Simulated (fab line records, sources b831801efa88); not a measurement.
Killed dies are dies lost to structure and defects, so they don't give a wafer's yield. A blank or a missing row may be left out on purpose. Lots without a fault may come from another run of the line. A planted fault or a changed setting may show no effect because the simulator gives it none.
Which tool did it? | flow sky130 | 13 lots, 39 wafers sampled, at 5 steps of a route of 708

WHAT THE GAUGES READ, wafer by wafer
SKY_METAL1_OVL_MEAS_16. Usual: METAL1_OVL 0 nm, standard deviation 6.4.
lot  | measured     | on         | METAL1_OVL (nm) | flag
L168 | day 32 13:53 | overlay-02 | 4 6 -2          |
L170 | day 33 07:56 | overlay-01 | 0 0 -7          |
L171 | day 33 15:03 | overlay-01 | 0 -3 2          |
L172 | day 34 08:45 | overlay-02 | 9 -7 -9         |
L173 | day 34 21:53 | overlay-01 | -6 6 4          |
L174 | day 35 00:51 | overlay-01 | 1 -8 -2         |
L175 | day 35 11:00 | overlay-02 | 4 -2 2          |
L178 | day 35 20:20 | overlay-01 | -2 -6 7         |
L177 | day 35 21:59 | overlay-02 | 1 0 6           |
L179 | day 36 05:15 | overlay-01 | -1 -3 -6        |
L183 | day 37 23:41 | overlay-01 | -5 -2 -5        |
L186 | day 38 13:05 | overlay-02 | -6 -3 -7        |
L189 | day 39 06:02 | overlay-01 | -4 -4 0         |

SKY_VIA1_CD_MEAS_12: target cd 150 nm. Usual: cd_nm 151.1 nm, standard deviation 1.8.
lot  | measured     | on        | cd_nm (nm)        | flag
L168 | day 33 18:10 | cd_sem-01 | 151.9 152.7 152.3 |
L170 | day 34 11:14 | cd_sem-01 | 150.4 151.3 150.0 |
L171 | day 34 18:47 | cd_sem-02 | 152.9 153.8 151.6 |
L172 | day 35 12:46 | cd_sem-01 | 150.2 151.8 150.2 |
L173 | day 36 02:10 | cd_sem-01 | 151.0 149.8 149.5 |
L174 | day 36 04:05 | cd_sem-02 | 150.1 149.9 150.5 |
L175 | day 36 14:40 | cd_sem-02 | 151.6 152.4 151.8 |
L178 | day 36 23:07 | cd_sem-01 | 151.9 151.7 151.4 |
L177 | day 37 00:59 | cd_sem-01 | 148.8 149.4 149.0 |
L179 | day 37 07:59 | cd_sem-01 | 153.5 154.1 154.4 |
L183 | day 39 01:40 | cd_sem-01 | 6.7 150.7 152.7   | OFF
L186 | day 39 16:05 | cd_sem-01 | 151.3 152.7 152.0 |
L189 | day 40 08:05 | cd_sem-02 | 149.1 149.9 150.4 |

SKY_METAL2_RS_MEAS_05: measures by four-point-probe. Usual: METAL2_ALCU_RS 0.1274 ohm/sq, standard deviation 0.0014.
lot  | measured     | on            | METAL2_ALCU_RS (ohm/sq) | flag
L168 | day 33 19:48 | film_metro-01 | 0.1287 0.1280 0.1290    |
L170 | day 34 12:52 | film_metro-01 | 0.1267 0.1277 0.1256    |
L171 | day 34 20:33 | film_metro-04 | 0.1288 0.1293 0.1294    |
L172 | day 35 14:22 | film_metro-04 | 0.1290 0.1302 0.1296    |
L173 | day 36 03:50 | film_metro-03 | 0.1271 0.1277 0.1286    |
L174 | day 36 05:41 | film_metro-01 | 0.1272 0.1275 0.1284    |
L175 | day 36 16:17 | film_metro-04 | 0.1271 0.1274 0.1286    |
L178 | day 37 01:14 | film_metro-01 | 0.1257 0.1271 0.1266    |
L177 | day 37 02:38 | film_metro-01 | 0.1269 0.1271 0.1253    |
L179 | day 37 09:35 | film_metro-04 | 0.1270 0.1287 0.1290    |
L183 | day 39 03:38 | film_metro-04 | 0.1286 0.1253           |
L186 | day 39 17:46 | film_metro-03 | 0.1300 0.1279 0.1290    |
L189 | day 40 09:43 | film_metro-01 | 0.1268 0.1284 0.1281    |

WHICH TOOL RAN EACH LOT (tool, then ch and the chambers of the sampled wafers, then the start)
lot  | SKY_CONTACT_ETCH_18                           | SKY_VIA1_EXPOSE_09
L168 | rie_diel-04 ch 2,3, day 32 13:53 or earlier   | krf_scanner-01 ch 0, day 33 04:41
L170 | rie_diel-04 ch 1,2,3, day 33 07:56 or earlier | krf_scanner-02 ch 0, day 33 22:44
L171 | rie_diel-02 ch 0,1,2, day 33 15:03 or earlier | krf_scanner-02 ch 0, day 34 05:29
L172 | rie_diel-04 ch 0,1,3, day 34 08:45 or earlier | krf_scanner-01 ch 0, day 34 23:56
L173 | rie_diel-04 ch 0,1,3, day 34 21:53 or earlier | krf_scanner-01 ch 0, day 35 12:23
L174 | rie_diel-03 ch 0,1,2, day 35 00:51 or earlier | krf_scanner-01 ch 0, day 35 15:02
L175 | rie_diel-03 ch 0,3, day 35 11:00 or earlier   | krf_scanner-01 ch 0, day 36 02:10
L178 | rie_diel-02 ch 0,2, day 35 20:20 or earlier   | krf_scanner-01 ch 0, day 36 10:34
L177 | rie_diel-02 ch 1,2,3, day 35 21:59 or earlier | krf_scanner-01 ch 0, day 36 12:09
L179 | rie_diel-04 ch 2,3, day 36 05:15 or earlier   | krf_scanner-02 ch 0, day 36 19:16
L183 | rie_diel-02 ch 0,1,3, day 37 23:41 or earlier | krf_scanner-01 ch 0, day 38 14:06
L186 | rie_diel-03 ch 0,1,3, day 38 13:05 or earlier | krf_scanner-02 ch 0, day 39 03:02
L189 | rie_diel-03 ch 0,1,3, day 39 06:02 or earlier | krf_scanner-02 ch 0, day 39 19:49
- SKY_CONTACT_ETCH_18: etches Si3N4 in CHF3/O2, stops on TiN, time 39 s, target depth 75 nm.
- SKY_VIA1_EXPOSE_09: exposes mask VIM, target cd 150 nm.

WHAT THE TOOLS THEMSELVES READ (means of the sampled wafers that have a number; where no wafer has one, the mark that the record gives instead)
SKY_CONTACT_ETCH_18. Usual: drypump_motor_current_A 5.9 A, standard deviation 0.43; oes_product_au 0.854 a.u., standard deviation 0.0076; throttle_valve_pct 8.793 %, standard deviation 0.009.
lot  | tool        | drypump_motor_current_A (A) | oes_product_au (a.u.) | throttle_valve_pct (%) | flag
L168 | rie_diel-04 | 6.1                         | 0.858                 | 8.788                  |
L170 | rie_diel-04 | 6.0                         | 0.853                 | 8.793                  |
L171 | rie_diel-02 | 5.9                         | 0.853                 | 8.789                  |
L172 | rie_diel-04 | 5.7                         | 0.863                 | 8.791                  |
L173 | rie_diel-04 | 5.7                         | 0.854                 | 8.788                  |
L174 | rie_diel-03 | 5.7                         | 0.858                 | 8.791                  |
L175 | rie_diel-03 | 5.5                         | 0.857                 | 8.801                  |
L178 | rie_diel-02 | 6.2                         | 0.853                 | 8.793                  |
L177 | rie_diel-02 | 5.8                         | 0.863                 | 8.801                  |
L179 | rie_diel-04 | 6.4                         | 0.845                 | 8.798                  |
L183 | rie_diel-02 | 5.7                         | 0.853                 | 8.801                  |
L186 | rie_diel-03 | 5.8                         | 0.855                 | 8.789                  |
L189 | rie_diel-03 | 5.8                         | 0.863                 | 8.794                  |

THE ANSWER, worked out from the rows above alone
Rule: a lot is off if the mean of its wafers that have a number lies more than 3 standard deviations from the usual mean. A lot without any number at a reading at which 4 lots or more have one is off too. The other lots that the step has rows for count as sound. The gauges are gone through in route order, then the tools' own readings, and for those a lot's mean is taken as printed above. The first step at which some lot is off is used, and at that step the reading that is off furthest; a lot without a number counts as furthest.
Off: L183, at SKY_VIA1_CD_MEAS_12 (cd_nm).
A tool fits if, at a process step before that reading, it ran every lot that is off, and no sound lot after the first of them. The gauges at SKY_VIA1_CD_MEAS_12 are tried like those tools. SKY_CONTACT_ETCH_18 gives no start for some lots, so the hours and the order of its lots are those of SKY_METAL1_OVL_MEAS_16. Can't be told from this: 2 tools fit, rie_diel-02 at SKY_CONTACT_ETCH_18, krf_scanner-01 at SKY_VIA1_EXPOSE_09.

WHAT THE SIMULATOR HAD PUT IN
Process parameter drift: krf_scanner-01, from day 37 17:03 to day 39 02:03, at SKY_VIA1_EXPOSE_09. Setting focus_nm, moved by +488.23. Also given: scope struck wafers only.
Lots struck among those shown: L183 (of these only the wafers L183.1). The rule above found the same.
